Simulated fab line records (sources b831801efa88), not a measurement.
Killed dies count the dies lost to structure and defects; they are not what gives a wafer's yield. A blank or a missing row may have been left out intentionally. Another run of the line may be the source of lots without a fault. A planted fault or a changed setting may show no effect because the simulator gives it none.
Which tool did it? | flow sky130 | 12 lots with 36 wafers sampled at 4 steps, on a route of 708 steps

WHAT THE GAUGES SHOWED, per wafer
SKY_VT_ADJUST_HVTP_CD_MEAS_07 targets a cd of 380 nm.
lot  | measured     | on        | cd-nm (nm)
L629 | day 6 20:54  | cd-sem-01 | 379.6 380.3 381.6
L630 | day 7 03:40  | cd-sem-01 | 380.1 380.8 380.3
L631 | day 7 12:36  | cd-sem-02 | 380.1 377.3 380.0
L632 | day 7 14:19  | cd-sem-02 | 381.8 381.6 383.1
L634 | day 8 05:33  | cd-sem-02 | 380.7 383.0 379.6
L635 | day 8 12:35  | cd-sem-02 | 379.5 382.5 382.9
L636 | day 8 16:16  | cd-sem-02 | 380.0 376.9 377.9
L637 | day 8 23:39  | cd-sem-01 | 379.2 378.5 379.4
L640 | day 9 14:57  | cd-sem-01 | 376.9 376.9 379.5
L642 | day 10 10:39 | cd-sem-02 | 380.6 382.5 380.8
L647 | day 11 15:54 | cd-sem-01 | 379.8 379.4 378.9
L649 | day 12 05:38 | cd-sem-02 | 381.8 380.9 380.4

SKY_VT_ADJUST_HVTP_OVL_MEAS_08.
lot  | measured     | on         | VT_ADJUST_HVTP_OVL (nm)
L629 | day 6 21:01  | overlay-02 | 0.7 0.4 0.6
L630 | day 7 03:44  | overlay-02 | -0.1 0.4 0.0
L631 | day 7 12:43  | overlay-01 | 3.2 1.5 1.3
L632 | day 7 14:24  | overlay-02 | -1.7 -1.9 -0.6
L634 | day 8 05:40  | overlay-01 | 0.0 -0.7 0.2
L635 | day 8 12:41  | overlay-02 | -0.7 -0.4 -0.2
L636 | day 8 16:23  | overlay-01 | 2.4 0.3 0.4
L637 | day 8 23:46  | overlay-02 | -0.9 0.0 1.5
L640 | day 9 15:04  | overlay-01 | -120.1 -120.8 -121.3
L642 | day 10 10:46 | overlay-02 | -120.9 -120.4 -119.6
L647 | day 11 16:01 | overlay-01 | -120.2 -124.9 -120.5
L649 | day 12 05:44 | overlay-02 | 1.8 0.9 1.0

WHAT TOOL EACH LOT RAN ON (gives the tool, then ch and the chambers of the sampled wafers, and finally the start)
lot  | SKY_FIELD_ISO_STRIP_16              | SKY_VT_ADJUST_HVTP_EXPOSE_04
L629 | plasma-asher-03 ch 1, day 2 20:34   | iline-stepper-02 ch 0, day 6 12:09
L630 | plasma-asher-04 ch 0,1, day 3 01:12 | iline-stepper-02 ch 0, day 6 17:53
L631 | plasma-asher-03 ch 0,1, day 3 10:07 | iline-stepper-01 ch 0, day 7 02:50
L632 | plasma-asher-02 ch 0,1, day 3 12:23 | iline-stepper-02 ch 0, day 7 04:22
L634 | plasma-asher-04 ch 0,1, day 4 00:04 | iline-stepper-01 ch 0, day 7 18:45
L635 | plasma-asher-04 ch 0,1, day 4 03:12 | iline-stepper-01 ch 0, day 8 02:53
L636 | plasma-asher-02 ch 0,1, day 4 09:16 | iline-stepper-01 ch 0, day 8 06:21
L637 | plasma-asher-03 ch 0,1, day 4 13:52 | iline-stepper-02 ch 0, day 8 12:47
L640 | plasma-asher-02 ch 0,1, day 5 06:40 | iline-stepper-02 ch 0, day 9 05:37
L642 | plasma-asher-04 ch 0,1, day 5 16:37 | iline-stepper-02 ch 0, day 9 23:16
L647 | plasma-asher-02 ch 0,1, day 6 18:59 | iline-stepper-02 ch 0, day 11 04:41
L649 | plasma-asher-02 ch 0,1, day 7 04:51 | iline-stepper-01 ch 0, day 11 17:05
- SKY_FIELD_ISO_STRIP_16: strips in O2/N2.
- SKY_VT_ADJUST_HVTP_EXPOSE_04: exposes mask HVTPM, target cd 380 nm.

AS READ BY THE TOOLS THEMSELVES (means over the sampled wafers that have a number; for cases with no such wafer, the mark the record gives instead)
SKY_FIELD_ISO_STRIP_16.
lot  | tool            | drypump-motor-current-A (A) | o2-flow-sccm (sccm) | oes-product-au (a.u.) | strip-time-to-endpoint-s (s)
L629 | plasma-asher-03 | 6.10                        | 3003                | 0.379                 | 3.551
L630 | plasma-asher-04 | 6.04                        | 2998                | 0.380                 | 3.568
L631 | plasma-asher-03 | 6.32                        | 2997                | 0.379                 | 3.565
L632 | plasma-asher-02 | 6.08                        | 2996                | 0.378                 | 3.561
L634 | plasma-asher-04 | 6.17                        | 2999                | 0.380                 | 3.584
L635 | plasma-asher-04 | 6.07                        | 3002                | 0.375                 | 3.559
L636 | plasma-asher-02 | 6.03                        | 2994                | 0.375                 | 3.574
L637 | plasma-asher-03 | 6.19                        | 2994                | 0.375                 | 3.548
L640 | plasma-asher-02 | 6.08                        | 2993                | 0.375                 | 3.522
L642 | plasma-asher-04 | 6.06                        | 2993                | 0.375                 | 3.536
L647 | plasma-asher-02 | 6.03                        | 2995                | 0.378                 | 3.542
L649 | plasma-asher-02 | 6.03                        | 2994                | 0.379                 | 3.565

THE ANSWER, worked out from the rows above alone
Rule: the lots themselves supply what counts as usual. Put in order of their means at a reading, lots are off if they are a third of the lots or fewer, leave a main group of 4 or more, and stand apart from it by a gap of 3 or more times the standard deviation of the main group's means; of several such gaps the widest counts. If all means in a main group match to the digits the tables above print for the reading, that group is not used. Also off: a lot with no number at a reading for which 4 or more lots have one. Where the step has rows for the other lots, those lots are counted as sound. After the gauges, taken in route order, come the tools' own readings; for these a lot's mean is taken, as printed above. At the first step where some lot is off, the reading lying furthest off is the one used; lots without a number count as furthest.
Off: at SKY_VT_ADJUST_HVTP_OVL_MEAS_08 (VT_ADJUST_HVTP_OVL), L640, L642, L647. The main group: mean 0.3 nm, standard deviation 0.95.
If a tool, at a process step before that reading, ran all the lots that are off and no sound lot after the first of them, it fits. The gauges at SKY_VT_ADJUST_HVTP_OVL_MEAS_08 are tried like those tools. One fits: SKY_VT_ADJUST_HVTP_EXPOSE_04 on iline-stepper-02. A fault onset in the window from L637 (day 8 12:47, its last sound lot) to L640 (day 9 05:37, its first lot off) fits.

WHAT WAS PUT IN BY THE SIMULATOR
Scanner matching overlay: iline-stepper-02, from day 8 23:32 on, at SKY_VT_ADJUST_HVTP_EXPOSE_04. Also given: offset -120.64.
Struck lots among those shown: L640, L642, L647. The rule above reached the same finding.
